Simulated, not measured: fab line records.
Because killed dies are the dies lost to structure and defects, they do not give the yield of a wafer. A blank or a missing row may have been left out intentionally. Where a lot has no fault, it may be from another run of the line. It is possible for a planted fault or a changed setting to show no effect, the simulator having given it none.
The tool behind it: which one? -- flow gf180mcu -- 14 lots, 42 wafers sampled, at 3 steps of a route of 602

## WHAT THE GAUGES SHOWED, per wafer
GF_M5_OVL_MEAS_08. Usual: M5_OVL typically reads 2 nm, with standard deviation 4.7.
lot,measured,on,M5_OVL (nm),flag
L722,day 26 04:34,overlay-01,4 -4 3,
L723,day 26 15:01,overlay-01,0 -3 -4,
L724,day 27 02:08,overlay-01,3 2 1,
L726,day 27 15:19,overlay-01,5 2 8,
L727,day 27 23:05,overlay-01,4 10 8,
L728,day 28 00:50,overlay-02,11 7 13,
L731,day 29 02:09,overlay-02,3 -1 -2,
L732,day 29 14:56,overlay-02,3 6 2,
L734,day 30 01:23,overlay-01,13 10 8,
L735,day 30 04:02,overlay-02,-9 -5 -2,
L741,day 31 21:28,overlay-02,5 1 2,
L742,day 32 03:34,overlay-02,3 2 5,
L743,day 32 08:16,overlay-01,4 2 5,
L745,day 33 02:26,overlay-02,2 -3 -1,

GF_V5_OVL_MEAS_15. Usual: V5_OVL typically reads 2 nm, with standard deviation 5.7.
lot,measured,on,V5_OVL (nm),flag
L722,day 27 02:38,overlay-02,11 8 6,
L723,day 27 13:04,overlay-01,4 4 -4,
L724,day 27 23:46,overlay-01,-3 -1 6,
L726,day 28 12:52,overlay-02,2 -10 -9,
L727,day 28 20:11,overlay-02,6 5 4,
L728,day 28 21:47,overlay-02,2 0 -10,
L731,day 29 22:15,overlay-01,-2 -2 3,
L732,day 30 11:07,overlay-01,7 1 -1,
L734,day 30 20:21,overlay-02,8 9 10,
L735,day 30 23:19,overlay-02,-9 0 -10,
L741,day 32 15:35,overlay-01,-3 -3 -2,
L742,day 32 20:50,overlay-02,-1 -4 -4,
L743,day 33 02:47,overlay-02,2 12 7,
L745,day 33 19:28,overlay-02,6 14 10,

## EACH LOT AND THE TOOL THAT RAN IT (in order: tool; ch and the chambers of the sampled wafers; start)
lot,GF_MIM_SPUTTER_07
L722,"pvd-sputter-03, day 24 09:50"
L723,"pvd-sputter-03, day 24 19:46"
L724,"pvd-sputter-01, day 25 07:44"
L726,"pvd-sputter-01, day 25 21:33"
L727,"pvd-sputter-03, day 26 06:05"
L728,"pvd-sputter-03, day 26 08:10"
L731,"pvd-sputter-03, day 27 10:12"
L732,"pvd-sputter-02, day 27 23:11"
L734,"pvd-sputter-03, day 28 09:50"
L735,"pvd-sputter-02, day 28 13:34"
L741,"pvd-sputter-01, day 30 10:04"
L742,"pvd-sputter-03, day 30 17:11"
L743,"pvd-sputter-03, day 30 20:35"
L745,"pvd-sputter-03, day 31 16:26"
- GF_MIM_SPUTTER_07: material TiN, target thk 60 nm, time 50 s.

## WHAT THE TOOLS THEMSELVES READ (means of the sampled wafers that have a number; where no wafer has one, the mark that the record gives instead)
GF_MIM_SPUTTER_07. Usual: cathode-dc-power-W 6499.9 W, standard deviation 1; throttle-valve-pct 30.1 %, standard deviation 1.4.
lot,tool,cathode-dc-power-W (W),throttle-valve-pct (%),flag
L722,pvd-sputter-03,6499.7,29.2,
L723,pvd-sputter-03,6500.1,30.6,
L724,pvd-sputter-01,6500.1,30.5,
L726,pvd-sputter-01,6499.9,30.6,
L727,pvd-sputter-03,6499.5,30.4,
L728,pvd-sputter-03,6499.7,29.1,
L731,pvd-sputter-03,6499.9,30.4,
L732,pvd-sputter-02,6500.7,31.4,
L734,pvd-sputter-03,6499.1,29.2,
L735,pvd-sputter-02,6500.5,31.0,
L741,pvd-sputter-01,6499.8,29.8,
L742,pvd-sputter-03,6498.9,29.1,
L743,pvd-sputter-03,6499.4,30.2,
L745,pvd-sputter-03,6500.4,29.2,

## THE ANSWER, worked out from the rows above alone
Rule: a lot counts as off when the mean over its wafers that have a number is more than 3 standard deviations away from the usual mean. Also off: a lot with no number at a reading for which 4 or more lots have one. Any other lot the step has rows for is counted as sound. The gauges are gone through in route order, then the tools' own readings, and for those a lot's mean is taken as printed above. The first step at which some lot is off is used, and at that step the reading that is off furthest; a lot without a number counts as furthest.
Nothing can be told from this: no lot is off at any reading shown.

## WHAT THE SIMULATOR HAD PUT IN
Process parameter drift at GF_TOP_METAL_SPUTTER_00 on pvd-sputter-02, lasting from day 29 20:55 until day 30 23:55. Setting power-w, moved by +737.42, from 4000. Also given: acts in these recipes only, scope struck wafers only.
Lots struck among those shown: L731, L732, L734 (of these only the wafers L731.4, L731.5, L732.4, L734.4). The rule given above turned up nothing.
